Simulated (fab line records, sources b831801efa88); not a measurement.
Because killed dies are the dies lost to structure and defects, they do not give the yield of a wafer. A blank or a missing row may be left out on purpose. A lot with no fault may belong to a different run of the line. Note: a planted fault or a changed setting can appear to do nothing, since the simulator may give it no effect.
Code-filled problem report in 8D (eight disciplines) form || flow sky130 || the parts of the form that need people (team, actions taken, sign-off) are left out

## 1. PROBLEM STATEMENT
Wafers free of any fault read 624.4 ohm/sq (standard deviation 1.5) for NWELL_RS at SKY_NWELL_RS_MEAS_29, against a mean of 597.8 ohm/sq on 6 wafers of 2 lots. Relative to the usual mean, that is a shift of -18 standard deviations.
The step: measures by four-point-probe.
Seen first at day 7 13:33 on film-metro-02, wafer L528.2. The record has a number at this step for 36 wafers belonging to 12 lots. Rule for "out" (also "out of limits"): further than 4 standard deviations from the usual mean. The rest of the wafers with a number are treated as sound.

## 2. WHAT IT IS AND WHAT IT IS NOT
{"question": "which readings at this step", "is": "NWELL_RS", "is not": "-"}
{"question": "which lots", "is": "L528, L529", "is not": "L532, L533, L534, L536, L537, L538, L539, L541, L542, L543"}
{"question": "which wafers of those lots", "is": "all that have a number", "is not": "-"}
{"question": "read on which gauges", "is": "film-metro-02", "is not": "film-metro-01, film-metro-04"}
{"question": "when", "is": "from day 7 13:33", "is not": "up to then (0 sound wafers); but 30 sound wafers of L532, L533, L534, L536, L537, L538, L539, L541, L542, L543 came after"}

## 3. SUSPECTS, AND WHAT RULES EACH OUT
Counting: a tool stays on the suspect list if, at a process step up to the reading, it processed all lots that are out and no sound lot following the first of them.
- ruled out: the gauge at SKY_NWELL_RS_MEAS_29. All the wafers that are out were read on film-metro-02, but those of them that SKY_NWELL_IMPLANT_11 has rows for are out there too, on other tools.
- implanter-04 at SKY_NWELL_IMPLANT_11: kept. It ran every lot that is out, first L528 (day 6 16:34), and no sound lot after that. Its own readings are out on those wafers: beam-energy-keV.
The count leaves implanter-04 at SKY_NWELL_IMPLANT_11.

## 4. THE CAUSE (what the simulator had put in)
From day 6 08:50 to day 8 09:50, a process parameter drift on implanter-04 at SKY_NWELL_IMPLANT_11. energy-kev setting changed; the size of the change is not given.
The count eliminated every tool but this one.

## 5. SEQUENCE OF EFFECTS, ordered by route
Each row: a reading where the mean over the struck wafers with a number is more than 3 standard deviations away from the usual. Scope: only readings with a usual standard deviation given in the record; hours: median across lots of the time from each lot's start at the first step in this table that gives one to its start at this step; sigmas: change in usual standard deviations.
{"hours": 0, "step": "SKY_NWELL_IMPLANT_11", "reading": "beam-energy-keV", "usual": 399.99, "on struck wafers": 490.38, "change": "+90.39", "sigmas": "+99 or more"}
{"hours": 21, "step": "SKY_NWELL_RS_MEAS_29", "reading": "NWELL_RS", "usual": "624.4 ohm/sq", "on struck wafers": 597.8, "change": -26.6, "sigmas": -18}
The process steps in it:
- SKY_NWELL_IMPLANT_11
At these later measuring or inspecting steps, every struck wafer for which the step has a row has a number for every such reading, and none has moved that far: SKY_NWELL_RS_MEAS_31, SKY_VT_ADJUST_PCH_TW_MEAS_10.

## 6. HOW IT WOULD HAVE BEEN CAUGHT EARLIER
The first out-of-limits reading at a measuring or inspecting step in this record came at day 7 13:33, 29 hours after the fault's start at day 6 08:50.
At SKY_NWELL_IMPLANT_11, the tool's own readings (beam-energy-keV) were out on each struck wafer the step has a row for, so an alarm limit on them would have fired on the first such wafer.
All the lots that are out (2) had begun SKY_NWELL_IMPLANT_11 on implanter-04 by day 7 13:33. Tool hold at that time: it would have spared none of them.
